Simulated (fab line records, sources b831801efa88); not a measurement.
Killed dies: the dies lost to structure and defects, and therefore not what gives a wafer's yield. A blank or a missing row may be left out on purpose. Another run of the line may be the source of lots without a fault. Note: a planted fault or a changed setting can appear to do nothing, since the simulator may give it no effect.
Struck lot and sound lot, side by side -- flow sky130 -- 28 steps out of a route of 708
Sound: these wafers, L101.1, L101.3, L101.4. Struck: wafers L105.1, L105.2, L105.4. At the end, the cause is stated.
Order at every step that has rows: each side's tool, ch and its chambers, its first start. Under that, the readings that differ: sound wafers -- struck wafers -- difference of the means -- sigmas: that difference in standard deviations of wafers without a fault.
alike: words and numbers the same on both sides, and readings whose means are apart by under 2 such deviations; not compared: readings that were withheld, readings missing a value for some wafer, numbers with overlapping values and no deviation given by the record, and bounds like >300 which may hide the same value.
Wherever a step has rows on one side only, a row that says differs or no value, or a row with sigmas, the two part there. When numbers do not overlap yet have no deviation, they are printed without sigmas and do not part them. A reading that every wafer of one side lacks parts them only if that side has two wafers or more.

first, 1 step without rows for these wafers: SKY_VIA4_ETCH_12 (etches SiO2 in C4F8/O2/Ar, stops on TiN, target depth 580 nm).
SKY_VIA4_STRIP_13: strips in O2/N2.
  sound on plasma-asher-04 ch 0,1, day 45 13:35; struck on plasma-asher-04 ch 0,1, day 46 22:02
  alike: drypump-motor-current-A, oes-product-au, strip-time-to-endpoint-s
  not compared: rf-hours-counter-h
then, 3 steps without rows for these wafers: SKY_VIA4_STRIP_14 (strips in post etch residue remover, time 1200 s); SKY_VIA4_CLEAN_15 (cleans in IPA, time 180 s); SKY_VIA4_CLEAN_16 (cleans in O3/DIW).
SKY_VIA4_SPUTTER_17: material TiN, target thk 20 nm, time 80 s.
  sound on pvd-sputter-03 at day 45 14:10; struck on pvd-sputter-04 at day 46 22:38
  alike: chamber-pressure-pa, throttle-valve-pct
then, 1 step without rows for these wafers: SKY_VIA4_CVD_18 (deposits W, target thk 505 nm, time 152.14 s).
SKY_VIA4_RS_MEAS_19: measures by four-point-probe.
  sound on film-metro-04 at day 45 14:32; struck on film-metro-01 at day 46 22:50
reading,sound,struck,difference,sigmas
VIA4_W_RS (ohm/sq),0.2263 0.2252 0.2260,0.2361 0.2283 0.2290,+0.0053,+2
SKY_VIA4_THK_MEAS_20: measures by xrf.
  sound on film-metro-04 at day 45 14:40; struck on film-metro-01 at day 46 22:58
reading,sound,struck,difference,sigmas
VIA4_W_THK (nm),512 515 512,491 502 505,-14,-2
then, 1 step without rows for these wafers: SKY_VIA4_CMP_21 (polishes, stops on SiO2, t overpolish 25 s, target thk 0 nm).
SKY_METAL5_SPUTTER_00: material Ti, target thk 15 nm, time 10 s.
  sound on pvd-sputter-02 at day 45 15:01; struck on pvd-sputter-01 at day 46 23:19
  alike: chamber-pressure-pa, throttle-valve-pct
then, 1 step without rows for these wafers: SKY_METAL5_SPUTTER_01 (material TiN, target thk 20 nm, time 16.7 s).
SKY_METAL5_SPUTTER_02: material AlCu, target thk 1150 nm, time 61.2 s.
  sound on pvd-sputter-02 at day 45 15:04; struck on pvd-sputter-01 at day 46 23:22
reading,sound,struck,difference,sigmas
chamber-pressure-pa (Pa),0.3979 0.3991 0.4001,0.4305 0.4311 0.4314,+0.0320,+40
  alike: throttle-valve-pct
then, 2 steps without rows for these wafers: SKY_METAL5_SPUTTER_03 (material Ti, target thk 5 nm, time 3.3 s); SKY_METAL5_SPUTTER_04 (material TiN, target thk 70 nm, time 58.3 s).
SKY_METAL5_RS_MEAS_05: measures by four-point-probe.
  sound on film-metro-03 at day 45 15:11; struck on film-metro-02 at day 46 23:29
reading,sound,struck,difference,sigmas
METAL5_ALCU_RS (ohm/sq),0.0267 0.0265 0.0268,0.0279 0.0278 0.0278,+0.0012,+3
SKY_METAL5_THK_MEAS_06: measures by xrf.
  sound on film-metro-03 at day 45 15:18; struck on film-metro-02 at day 46 23:37
reading,sound,struck,difference,sigmas
METAL5_ALCU_THK (nm),1153 1155 1145,1098 1099 1100,-52,-3
then, 7 steps without rows for these wafers: SKY_METAL5_DEHYDRATE_07 (time 60 s); SKY_METAL5_HMDS_08 (prime time 60 s); SKY_METAL5_COAT_09 (resist thk 1800 nm); SKY_METAL5_SOFTBAKE_10 (time 60 s); SKY_METAL5_EXPOSE_11 (exposes mask MM5, target cd 1600 nm); SKY_METAL5_PEB_12; SKY_METAL5_DEVELOP_13 (develop time 60 s).
SKY_METAL5_DESCUM_14: chemistry O2, time 11 s.
  sound on rie-metal-02 ch 0,1, day 46 11:04; struck on rie-metal-03 ch 0,1, day 47 18:49
  alike: drypump-motor-current-A, oes-product-au
  not compared: rf-hours-counter-h
SKY_METAL5_METAL_ETCH_15: etches the open film in Cl2/BCl3, stops on SiO2, target depth 1260 nm, time 252 s.
  sound on rie-metal-02 ch 0,1, day 46 11:06; struck on rie-metal-03 ch 0,1, day 47 18:51
  alike: bias-w, drypump-motor-current-A, oes-product-au, throttle-valve-pct
  not compared: rf-hours-counter-h, model.METAL5.feature-depth-nm, model.etch.depth-nm
SKY_METAL5_STRIP_16: strips in O2/N2.
  sound on plasma-asher-01 ch 0,1, day 46 11:20; struck on plasma-asher-03 ch 0,1, day 47 19:05
  alike: drypump-motor-current-A, oes-product-au, strip-time-to-endpoint-s
  not compared: rf-hours-counter-h
SKY_PAD_OPEN_PROBE_99:
  sound on prober-01 at day 48 06:32; struck on prober-02 at day 49 12:01
  alike: defect-limited-yield, killed_at_M0_to_M3, killed_at_M4_up, killed-at-contacts, killed-at-front-end, killed-at-other, killed-dies, killed-open, killed-short, sort_bin_3_pad_short, sort_bin_5_function, sort_bin_6_memory, sort-n-pass, sort-yield-pct

WHERE THEY PART
At SKY_VIA4_RS_MEAS_19 first; at SKY_METAL5_THK_MEAS_06 last (within this record only). Later steps at which nothing parts them and some readings are alike: SKY_METAL5_DESCUM_14, SKY_METAL5_METAL_ETCH_15, SKY_METAL5_STRIP_16, SKY_PAD_OPEN_PROBE_99.

WHY: the cause the simulator had injected
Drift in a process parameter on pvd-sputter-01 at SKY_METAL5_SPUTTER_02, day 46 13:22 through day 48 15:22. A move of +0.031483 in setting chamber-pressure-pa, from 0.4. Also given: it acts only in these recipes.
